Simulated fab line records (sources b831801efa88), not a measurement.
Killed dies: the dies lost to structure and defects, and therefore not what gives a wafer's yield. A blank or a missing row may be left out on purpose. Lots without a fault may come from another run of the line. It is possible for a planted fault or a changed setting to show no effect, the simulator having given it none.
The tool behind it: which one? | flow sfq_line | Sampling: 7 lots, 21 wafers, 3 of 325 route steps

## WHAT THE GAUGES SHOWED, per wafer
SFQ_I2_BOW_MEAS_917.
lot  | measured     | on            | I2_BOW (um)
L928 | day 33 15:36 | film_metro-04 | -1 -6 -11
L930 | day 33 21:31 | film_metro-01 | 0 -3 -7
L933 | day 34 15:34 | film_metro-04 | -6 4 0
L935 | day 35 00:32 | film_metro-02 | -2 4 -5
L937 | day 36 18:37 | film_metro-04 | -7 7 -1
L940 | day 37 21:31 | film_metro-04 | 9 5 8
L949 | day 41 16:35 | film_metro-02 | 1 -4 5

## EACH LOT AND THE TOOL THAT RAN IT (in order: tool; ch and the chambers of the sampled wafers; start)
lot  | SFQ_TRILAYER_I2_DEP_PECVD_063   | SFQ_TRILAYER_I2_CMP_CMP_064
L928 | pecvd-02 ch 0,1, day 33 05:27   | cmp-02 ch 1,2,3, day 33 12:36
L930 | pecvd-04 ch 0,1, day 33 10:15   | cmp-01 ch 0,1, day 33 18:31
L933 | pecvd-04 ch 0,1, day 34 04:13   | cmp-01 ch 0,1,3, day 34 13:31
L935 | pecvd-02 ch 0,2, day 34 14:41   | cmp-01 ch 0,1,3, day 34 21:31
L937 | pecvd-03 ch 0,1,2, day 36 06:42 | cmp-02 ch 1,2,3, day 36 15:36
L940 | pecvd-04 ch 0,2, day 37 09:13   | cmp-01 ch 0,3, day 37 19:01
L949 | pecvd-02 ch 0,2, day 40 18:53   | cmp-02 ch 1,2, day 41 13:34
- SFQ_TRILAYER_I2_DEP_PECVD_063: deposits SiO2 from SiH4/N2O, time 111.11 s, target thk 500 nm.
- SFQ_TRILAYER_I2_CMP_CMP_064: polishes SiO2.

## THE ANSWER, worked out from the rows above alone
Rule: the lots themselves supply what counts as usual. Put in order of their means at a reading, lots are off if they are a third of the lots or fewer, leave a main group of 4 or more, and stand apart from it by a gap of 3 or more times the standard deviation of the main group's means; of several such gaps the widest counts. If all means in a main group match to the digits the tables above print for the reading, that group is not used. A lot without any number at a reading at which 4 lots or more have one is off too. All remaining lots with rows at the step are treated as sound.
None of the lots is off at any reading shown; this tells nothing.

## WHAT THE SIMULATOR HAD INSERTED
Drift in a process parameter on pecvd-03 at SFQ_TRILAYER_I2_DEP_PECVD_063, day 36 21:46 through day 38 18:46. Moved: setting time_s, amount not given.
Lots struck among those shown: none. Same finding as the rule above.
